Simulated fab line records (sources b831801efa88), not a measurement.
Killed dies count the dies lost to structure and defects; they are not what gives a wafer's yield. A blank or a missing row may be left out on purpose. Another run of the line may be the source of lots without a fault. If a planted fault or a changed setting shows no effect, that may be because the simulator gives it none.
Code-filled problem report in 8D (eight disciplines) form	flow gf180mcu	the parts of the form that need people (team, actions taken, sign-off) are left out

== 1. PROBLEM STATEMENT ==
Mean V1_CVD_00_THK at GF_V1_THK_MEAS_01: 728 nm over 2 wafers in 2 lots; fault-free wafers: 601 nm, standard deviation 5.8. That is +22 standard deviations from the usual mean.
First observed at day 22 07:47: wafer L787.4, on film-metro-01. The record has a number at this step for 36 wafers belonging to 12 lots. Rule for "out", or "out of limits": more than 4 standard deviations from the usual mean. The rest of the wafers with a number are treated as sound.

== 2. WHAT IT IS, WHAT IT ISN'T ==
question	is	is not
which readings at this step	V1_CVD_00_THK	-
which lots	L787, L788	L773, L774, L775, L777, L778, L779, L780, L781, L783, L792
which wafers of those lots	L787.4, L788.5	L787.1, L787.2, L788.4, L788.6
read on which gauges	film-metro-01, film-metro-02	film-metro-04
when	from day 22 07:47	up to then (29 sound wafers); but 5 sound wafers of L788, L792 came after

== 3. SUSPECTS, AND WHAT RULES EACH OUT ==
Counting: if a tool at a process step up to the reading ran every lot that is out, it stays a suspect. Sound lots after the first of them don't rule it out here, since some wafers of a struck lot are sound.
- ruled out: the gauge at GF_V1_THK_MEAS_01. 2 gauges (film-metro-01, film-metro-02) read the wafers that are out.
- rtp-anneal-02 at GF_SALICIDE_RTA_06 (time 30 s): kept. It processed each lot that is out (first: L787, day 20 05:09); up to then, its last sound lot is L779 (day 17 07:40).
- hdpcvd-01 at GF_V1_CVD_00 (deposits SiO2, target thk 600 nm, time 100 s): kept. It processed each lot that is out (first: L787, day 22 07:43); up to then, its last sound lot is L783 (day 21 10:27). On those wafers its own readings are out: sih4-flow-sccm.
- hdpcvd-01, GF_V1_CVD_00: wafers that are out in chamber 2, sound lot-mates in chambers 0, 1.
Left after counting: rtp-anneal-02 at GF_SALICIDE_RTA_06, hdpcvd-01 at GF_V1_CVD_00.

== 4. THE CAUSE (what the simulator had put in) ==
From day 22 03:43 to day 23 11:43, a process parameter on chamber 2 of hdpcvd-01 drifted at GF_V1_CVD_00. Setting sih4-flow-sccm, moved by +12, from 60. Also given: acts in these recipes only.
2 suspects survive the count, and this tool is in that group.

== 5. THE EFFECT CHAIN, in route order ==
One row per reading whose mean, taken over the struck wafers that have a number, lies over 3 standard deviations from the usual. Only readings for which the record gives a usual standard deviation are gone through. hours: the time from each lot's start at the first step in this table that gives one to its start at this step, as a median over the lots. sigmas: the change in usual standard deviations.
hours	step	reading	usual	on struck wafers	change	sigmas
0	GF_V1_CVD_00	sih4-flow-sccm	60.00 sccm	72.19	+12.19	+68
0	GF_V1_THK_MEAS_01	V1_CVD_00_THK	601 nm	728	+128	+22
Here are the process steps it includes:
- GF_V1_CVD_00: deposits SiO2, target thk 600 nm, time 100 s.

== 6. HOW IT WOULD HAVE BEEN CAUGHT EARLIER ==
In this record the first reading out of limits at a measuring or inspecting step was taken at day 22 07:47, 4 hours after the fault began at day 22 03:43.
The tool's own readings at GF_V1_CVD_00 were out on every struck wafer that the step has a row for (sih4-flow-sccm): an alarm limit on them would have fired on the first of those.
Among the 2 lots that are out, L788 began GF_V1_CVD_00 on hdpcvd-01 after day 22 07:47. It would have been spared by a hold on the tool at that moment.
